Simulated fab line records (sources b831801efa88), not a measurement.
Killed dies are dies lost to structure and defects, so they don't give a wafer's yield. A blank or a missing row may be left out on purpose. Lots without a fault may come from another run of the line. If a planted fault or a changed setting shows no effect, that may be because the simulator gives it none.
Which tool was responsible? -- flow gf180mcu -- 13 lots with 38 wafers sampled at 4 steps, on a route of 602 steps

== WHAT THE GAUGES SHOWED, per wafer ==
GF_HV_LDD_OVL_MEAS_08. Usual: for HV_LDD_OVL the level is 0.1 nm and the standard deviation is 1.3.
lot,measured,on,HV_LDD_OVL (nm),flag
L797,day 10 11:10,overlay-02,-0.7 -0.4 -0.1,
L798,day 10 20:49,overlay-01,0.0 -1.6 -3.8,
L799,day 10 21:16,overlay-01,0.9 1.9 0.4,
L806,day 12 14:50,overlay-01,0.3 0.7,
L809,day 13 17:47,overlay-01,-0.3 0.6 -1.6,
L811,day 14 06:43,overlay-01,-0.8 1.5 0.2,
L813,day 14 21:25,overlay-01,-2.4 -2.0 -1.9,
L815,day 15 09:58,overlay-02,0.0 1.8 2.3,
L816,day 15 21:10,overlay-02,0.2 -0.2 1.0,
L817,day 16 04:40,overlay-01,-0.4 -0.8 -0.7,
L818,day 16 14:28,overlay-02,2.3 1.4 0.8,
L819,day 16 17:01,overlay-01,0.2 -0.5 -1.9,
L820,day 17 02:40,overlay-01,3.0 2.1 2.1,

GF_PSD_CD_MEAS_07: target cd 400 nm. Usual: cd nm at 400.4 nm, with a standard deviation of 2.3.
lot,measured,on,cd nm (nm),flag
L797,day 14 17:42,cd sem-02,403.6 403.5 405.1,
L798,day 15 05:30,cd sem-02,399.8 398.1 399.1,
L799,day 15 08:00,cd sem-01,403.2 400.6 401.5,
L806,day 17 04:29,cd sem-01,400.3 407.3,
L809,day 18 12:02,cd sem-02,399.9 407.7 401.2,
L811,day 19 02:26,cd sem-02,398.6 397.8 397.7,
L813,day 19 20:32,cd sem-01,396.0 396.7 397.7,
L815,day 20 10:51,cd sem-01,398.0 397.5 398.9,
L816,day 21 00:05,cd sem-01,398.1 399.7 399.9,
L817,day 21 06:53,cd sem-02,398.4 398.2 398.8,
L818,day 21 16:44,cd sem-02,401.3 404.8 401.3,
L819,day 21 21:12,cd sem-01,397.0 397.9 395.9,
L820,day 22 05:42,cd sem-02,404.4 400.7 401.3,

== TOOL THAT RAN EACH LOT (tool first, then ch and the chambers of the sampled wafers, then the start) ==
lot,GF_POLY_GATE_STRIP_14,GF_PSD_DEVELOP_06
L797,"plasma asher-04 ch 0,1, day 9 15:30","litho track-01 ch 0, day 14 17:33"
L798,"plasma asher-02 ch 0,1, day 10 01:27","litho track-02 ch 0, day 15 05:22"
L799,"plasma asher-04 ch 0,1, day 10 01:58","litho track-03 ch 0, day 15 07:51"
L806,"plasma asher-01 ch 0,1, day 11 17:45","litho track-03 ch 0, day 17 04:21"
L809,"plasma asher-01 ch 0,1, day 12 19:44","litho track-03 ch 0, day 18 11:54"
L811,"plasma asher-01 ch 0,1, day 13 07:25","litho track-02 ch 0, day 19 02:17"
L813,"plasma asher-01 ch 0,1, day 13 22:40","litho track-02 ch 0, day 19 20:23"
L815,"plasma asher-01 ch 0,1, day 14 11:40","litho track-02 ch 0, day 20 10:43"
L816,"plasma asher-01 ch 0,1, day 14 21:55","litho track-01 ch 0, day 20 23:56"
L817,"plasma asher-04 ch 0,1, day 15 04:33","litho track-02 ch 0, day 21 06:44"
L818,"plasma asher-01 ch 0,1, day 15 15:28","litho track-02 ch 0, day 21 16:35"
L819,"plasma asher-02 ch 0,1, day 15 17:28","litho track-02 ch 0, day 21 21:04"
L820,"plasma asher-02 ch 0,1, day 16 02:19","litho track-03 ch 0, day 22 05:33"
- GF_POLY_GATE_STRIP_14: strips in O2/N2.
- GF_PSD_DEVELOP_06: develop time 60 s.

== WHAT THE TOOLS THEMSELVES READ (means of the sampled wafers that have a number; where no wafer has one, the mark that the record gives instead) ==
GF_POLY_GATE_STRIP_14. Usual: drypump motor current A 5.7 A, standard deviation 0.36; heater power w 316 W, standard deviation 20; oes product au 0.504 a.u., standard deviation 0.0046.
lot,tool,drypump motor current A (A),heater power w (W),oes product au (a.u.),flag
L797,plasma asher-04,5.4,300,0.510,
L798,plasma asher-02,5.9,321,0.499,
L799,plasma asher-04,5.4,292,0.506,
L806,plasma asher-01,5.6,320,0.503,
L809,plasma asher-01,5.5,314,0.503,
L811,plasma asher-01,5.4,315,0.504,
L813,plasma asher-01,5.7,322,0.507,
L815,plasma asher-01,5.5,316,0.504,
L816,plasma asher-01,5.7,321,0.505,
L817,plasma asher-04,5.8,302,0.504,
L818,plasma asher-01,5.7,323,0.507,
L819,plasma asher-02,5.8,336,0.501,
L820,plasma asher-02,5.8,333,0.502,

== THE ANSWER, worked out from the rows above alone ==
Rule: take the mean of a lot's wafers that have a number; if it is more than 3 standard deviations from the usual mean, the lot is off. A lot without any number at a reading at which 4 lots or more have one is off too. The other lots that the step has rows for count as sound. First the gauges in route order, then the tools' own readings, where a lot's mean is used as printed above. At the first step where some lot is off, the reading lying furthest off is the one used; lots without a number count as furthest.
None of the lots is off at any reading shown; this tells nothing.

== WHAT THE SIMULATOR PUT IN ==
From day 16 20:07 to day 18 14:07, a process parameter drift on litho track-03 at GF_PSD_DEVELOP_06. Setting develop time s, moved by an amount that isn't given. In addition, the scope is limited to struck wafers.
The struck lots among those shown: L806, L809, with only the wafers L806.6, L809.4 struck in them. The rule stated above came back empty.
